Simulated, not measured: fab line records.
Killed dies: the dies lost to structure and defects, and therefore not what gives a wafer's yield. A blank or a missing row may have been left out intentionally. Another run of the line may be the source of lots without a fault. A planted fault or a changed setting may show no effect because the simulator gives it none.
A lot that was struck, set against a sound lot || flow sky130 || 17 steps out of a route of 708
Sound: wafers L412.3, L412.4, L412.5. Wafers L423.1, L423.2, L423.5 were the ones struck. The cause comes at the end.
For every step that has rows: the tool of each side, followed by ch and its chambers, followed by its first start. Under that, the readings that differ: sound wafers || struck wafers || difference of the means || sigmas: that difference in standard deviations of wafers without a fault.
alike: readings whose means differ by less than 2 such deviations, and words and numbers that are the same on both sides. not compared: withheld readings, readings that some wafer has no value for, bounds like >300 that may hide the same value, and numbers for which the record gives no deviation and whose values overlap.
Wherever a step has rows on one side only, a row that says differs or no value, or a row with sigmas, the two part there. Numbers that have no deviation but don't overlap get no sigmas and don't part them. A reading that every wafer of one side lacks parts them only if that side has two wafers or more.

first, 1 step without rows for these wafers: SKY_VT_ADJUST_NCORE_IMPLANT_09.
SKY_VT_ADJUST_NCORE_STRIP_10: strips in O2/N2.
  sound on plasma-asher-01 ch 0,1, day 11 09:07; struck on plasma-asher-02 ch 0,1, day 15 01:55
  alike: drypump-motor-current-A, oes-product-au, strip-time-to-endpoint-s
  not compared: rf-hours-counter-h
SKY_VT_ADJUST_NCORE_TW_MEAS_11:
  sound: film-metro-04 at day 11 09:13; struck: film-metro-03 at day 15 02:01
  alike: VT_ADJUST_NCORE_TW
then, 7 steps without rows for these wafers: SKY_VT_ADJUST_HVTR_DEHYDRATE_00 (time 60 s); SKY_VT_ADJUST_HVTR_HMDS_01 (prime time 60 s); SKY_VT_ADJUST_HVTR_COAT_02 (resist thk 1140 nm); SKY_VT_ADJUST_HVTR_SOFTBAKE_03 (time 60 s); SKY_VT_ADJUST_HVTR_EXPOSE_04 (exposes mask HVTRM, target cd 380 nm); SKY_VT_ADJUST_HVTR_PEB_05; SKY_VT_ADJUST_HVTR_DEVELOP_06 (develop time 60 s).
SKY_VT_ADJUST_HVTR_CD_MEAS_07: the cd target is 380 nm.
  sound: cd-sem-02 at day 12 08:49; struck: cd-sem-01 at day 16 05:43
  alike: cd-nm
SKY_VT_ADJUST_HVTR_OVL_MEAS_08:
  sound: overlay-01 at day 12 08:55; struck: overlay-01 at day 16 05:50
  alike: VT_ADJUST_HVTR_OVL
SKY_VT_ADJUST_HVTR_IMPLANT_09:
  sound on implanter-01 ch 0, day 12 08:59; struck on implanter-01 ch 0, day 16 05:52
{"reading": "dose-ions-cm2", "sound": "2.098e+12 2.1011e+12 2.1029e+12", "struck": "5.121e+11 5.09e+11 5.136e+11", "difference": -1.589e+12, "sigmas": "-99 or more"}
{"reading": "faraday-current-uA", "sound": "11.63 12.07 11.30", "struck": "2.97 2.94 2.93", "difference": -8.72, "sigmas": -38}
  alike: end-station-pressure-torr
SKY_VT_ADJUST_HVTR_STRIP_10: strips in O2/N2.
  sound on plasma-asher-02 ch 0,1, day 12 09:07; struck on plasma-asher-02 ch 0,1, day 16 06:01
  alike: drypump-motor-current-A, oes-product-au, strip-time-to-endpoint-s
  not compared: rf-hours-counter-h
SKY_VT_ADJUST_HVTR_TW_MEAS_11:
  sound: film-metro-03 at day 12 09:12; struck: film-metro-01 at day 16 06:07
{"reading": "VT_ADJUST_HVTR_TW", "sound": "211.1 211.6 211.3", "struck": "144.3 142.9 144.5", "difference": -67.4, "sigmas": -69}
then, 1 step without rows for these wafers: SKY_VT_ADJUST_PCH_DEHYDRATE_00 (time 60 s).
-- record jumps: 34 days separate the struck wafers' starts on either side; left off in module VT_ADJUST_PCH, taken up again in module PAD_OPEN, whose first shown step is the route's number 708 --
SKY_PAD_OPEN_PROBE_99:
  sound: prober-02 at day 48 06:12; struck: prober-01 at day 50 15:20
{"reading": "killed-short", "sound": 26, "struck": "37 41 43", "difference": "+14", "sigmas": "+2"}
{"reading": "model.etest.pfet_01v8_mvt.drive-ua-um", "sound": 153.6, "struck": "120.6 123.8 125.3", "difference": -30.4, "sigmas": ""}
{"reading": "model.etest.pfet_01v8_mvt.off-log10-a-um", "sound": -10.83, "struck": "-12.82 -12.72 -12.69", "difference": -1.91, "sigmas": ""}
{"reading": "model.etest.pfet_01v8_mvt.vt-sat-v (V)", "sound": -0.5685, "struck": "-0.7811 -0.7749 -0.7683", "difference": -0.2063, "sigmas": ""}
{"reading": "model.etest.pfet_01v8_mvt.vt-v (V)", "sound": -0.6563, "struck": "-0.8345 -0.8287 -0.8239", "difference": -0.1727, "sigmas": ""}
{"reading": "model.etest.pfet_01v8_mvt.vt-long-v (V)", "sound": -0.8666, "struck": "-1.02 -1.018 -1.014", "difference": -0.15, "sigmas": ""}
  alike: killed_at_M0_to_M3, killed_at_M4_up, killed-at-contacts, killed-at-front-end, killed-at-other, killed-dies, killed-open

## WHERE THEY PART
First at SKY_VT_ADJUST_HVTR_IMPLANT_09; last, within this record, at SKY_PAD_OPEN_PROBE_99.

WHY: what had been put in by the simulator
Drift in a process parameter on implanter-01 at SKY_VT_ADJUST_HVTR_IMPLANT_09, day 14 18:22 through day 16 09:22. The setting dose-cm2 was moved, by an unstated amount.
